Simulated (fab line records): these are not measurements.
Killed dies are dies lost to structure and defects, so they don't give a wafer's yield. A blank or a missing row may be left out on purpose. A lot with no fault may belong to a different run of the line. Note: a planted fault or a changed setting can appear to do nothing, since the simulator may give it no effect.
A struck lot beside a sound one :: flow sky130 :: 43 out of 708 route steps
Sound: wafers L135.1, L135.2, L135.4. Struck: wafers L134.1, L134.2, L134.5. The cause is named last.
Each step with rows lists, per side, the tool, then ch with its chambers, then its first start. Under that, the readings that differ: sound wafers :: struck wafers :: difference of the means :: sigmas: that difference in standard deviations of wafers without a fault.
alike: words and numbers the same on both sides, and readings whose means are apart by under 2 such deviations; not compared: readings that were withheld, readings missing a value for some wafer, numbers with overlapping values and no deviation given by the record, and bounds like >300 which may hide the same value.
A row with sigmas, a row that says differs or no value, or rows on one side alone: a step with any of these is where the two part. When numbers do not overlap yet have no deviation, they are printed without sigmas and do not part them. A reading that every wafer of one side lacks parts them only if that side has two wafers or more.

first, 1 step without rows for these wafers: SKY_VIA4_DEVELOP_10 (develop time 60 s).
SKY_VIA4_OVL_MEAS_11:
  sound on overlay-02 at day 46 03:27; struck on overlay-02 at day 45 20:17
  alike: VIA4_OVL
SKY_VIA4_ETCH_12: etches SiO2 in C4F8/O2/Ar, stops on TiN, target depth 580 nm.
  sound on rieDiel-04 ch 0,1,3, day 46 03:29; struck on rieDiel-02 ch 0,1, day 45 20:20
  alike: chamberPressureMTorr, oesProductAu
then, 6 steps without rows for these wafers: SKY_VIA4_STRIP_13 (strips in O2/N2); SKY_VIA4_STRIP_14 (strips in post etch residue remover, time 1200 s); SKY_VIA4_CLEAN_15 (cleans in IPA, time 180 s); SKY_VIA4_CLEAN_16 (cleans in O3/DIW); SKY_VIA4_SPUTTER_17 (material TiN, target thk 20 nm, time 80 s); SKY_VIA4_CVD_18 (deposits W, target thk 505 nm, time 152.14 s).
SKY_VIA4_RS_MEAS_19: a four-point-probe measurement.
  sound on filmMetro-04 at day 46 04:26; struck on filmMetro-03 at day 45 21:13
  alike: VIA4_W_RS
SKY_VIA4_THK_MEAS_20: measures by xrf.
  sound on filmMetro-04 at day 46 04:33; struck on filmMetro-03 at day 45 21:20
  alike: VIA4_W_THK
SKY_VIA4_CMP_21: polishes, stops on SiO2, t overpolish 25 s, target thk 0 nm.
  sound on cmp-01 ch 1,2,3, day 46 04:37; struck on cmp-01 ch 0,2,3, day 45 21:23
  alike: headPressurePsi, motorCurrentA, overpolishRunS, timeToEndpointS
SKY_METAL5_SPUTTER_00: material Ti, target thk 15 nm, time 10 s.
  sound on pvdSputter-01 at day 46 04:55; struck on pvdSputter-03 at day 45 21:41
  alike: throttleValvePct
then, 3 steps without rows for these wafers: SKY_METAL5_SPUTTER_01 (material TiN, target thk 20 nm, time 16.7 s); SKY_METAL5_SPUTTER_02 (material AlCu, target thk 1150 nm, time 61.2 s); SKY_METAL5_SPUTTER_03 (material Ti, target thk 5 nm, time 3.3 s).
SKY_METAL5_SPUTTER_04: material TiN, target thk 70 nm, time 58.3 s.
  sound on pvdSputter-01 at day 46 05:02; struck on pvdSputter-03 at day 45 21:49
  alike: throttleValvePct
SKY_METAL5_RS_MEAS_05: a four-point-probe measurement.
  sound on filmMetro-03 at day 46 05:05; struck on filmMetro-04 at day 45 21:52
  alike: METAL5_ALCU_RS
SKY_METAL5_THK_MEAS_06: measures by xrf.
  sound on filmMetro-03 at day 46 05:12; struck on filmMetro-04 at day 45 21:59
reading: METAL5_ALCU_THK (nm)
sound: 1144 1129 1140
struck: 1166 1163 1172
difference: +29
sigmas: +2
then, 13 steps without rows for these wafers: SKY_METAL5_DEHYDRATE_07 (time 60 s); SKY_METAL5_HMDS_08 (prime time 60 s); SKY_METAL5_COAT_09 (resist thk 1800 nm); SKY_METAL5_SOFTBAKE_10 (time 60 s); SKY_METAL5_EXPOSE_11 (exposes mask MM5, target cd 1600 nm); SKY_METAL5_PEB_12; SKY_METAL5_DEVELOP_13 (develop time 60 s); SKY_METAL5_DESCUM_14 (chemistry O2, time 11 s); SKY_METAL5_METAL_ETCH_15 (etches the open film in Cl2/BCl3, stops on SiO2, target depth 1260 nm, time 252 s); SKY_METAL5_STRIP_16 (strips in O2/N2); SKY_METAL5_STRIP_17 (strips in post etch residue remover, time 1200 s); SKY_METAL5_CLEAN_18 (cleans in IPA, time 180 s); SKY_METAL5_CLEAN_19 (cleans in O3/DIW).
SKY_PASSIVATION_CVD_00: deposits SiO2, target thk 90 nm.
  sound on pecvd-02 ch 1,2, day 47 01:43; struck on pecvd-04 ch 1,2, day 46 19:46
  alike: heaterPowerW
SKY_PASSIVATION_THK_MEAS_01:
  sound on filmMetro-03 at day 47 01:44; struck on filmMetro-02 at day 46 19:47
  alike: PASSIVATION_CVD_00_THK
SKY_PASSIVATION_CVD_02: deposits Si3N4, target thk 540 nm.
  sound on pecvd-04 ch 0,1,2, day 47 01:48; struck on pecvd-02 ch 0,2, day 46 19:51
  alike: heaterPowerW
SKY_PASSIVATION_THK_MEAS_03:
  sound on filmMetro-03 at day 47 02:02; struck on filmMetro-02 at day 46 20:04
reading: PASSIVATION_CVD_02_THK (nm)
sound: 524 524 537
struck: 540 544 547
difference: +15
sigmas: +2
then, 6 steps without rows for these wafers: SKY_PASSIVATION_DEHYDRATE_04 (time 60 s); SKY_PASSIVATION_HMDS_05 (prime time 60 s); SKY_PASSIVATION_COAT_06 (resist thk 3049 nm); SKY_PASSIVATION_SOFTBAKE_07; SKY_PASSIVATION_EXPOSE_08 (exposes mask NSM, target cd 3000 nm); SKY_PASSIVATION_PEB_09.
SKY_PAD_OPEN_PROBE_99:
  sound on prober-02 at day 48 18:07; struck on prober-01 at day 48 12:50
reading: hold
sound: - - -
struck: awaitDispo/5.6h/release awaitDispo/5.6h/release awaitDispo/5.6h/release
difference: no value on the sound wafers
sigmas: 

reading: killed_at_M4_up
sound: 0 1 1
struck: 41 26 24
difference: +30
sigmas: +15

reading: sort_bin_3_pad_short (%)
sound: 0.4 1.2 0.4
struck: 3.0 2.2 1.2
difference: +1.5
sigmas: +4
  alike: defectLimitedYield, killed_at_M0_to_M3, killedAtContacts, killedAtFrontEnd, killedAtOther, killedDies, killedOpen, killedShort, sort_bin_5_function, sort_bin_6_memory, sortNPass, sortYieldPct
  not compared: model.etest.tester.sortNPass, model.etest.tester.sortYieldPct, model.etest.tester.sort_bin_5_pct, model.etest.tester.sort_bin_3_pct

== WHERE THEY PART ==
Earliest at SKY_METAL5_THK_MEAS_06; latest, in this record, at SKY_PAD_OPEN_PROBE_99.

WHY: whatever the simulator had introduced
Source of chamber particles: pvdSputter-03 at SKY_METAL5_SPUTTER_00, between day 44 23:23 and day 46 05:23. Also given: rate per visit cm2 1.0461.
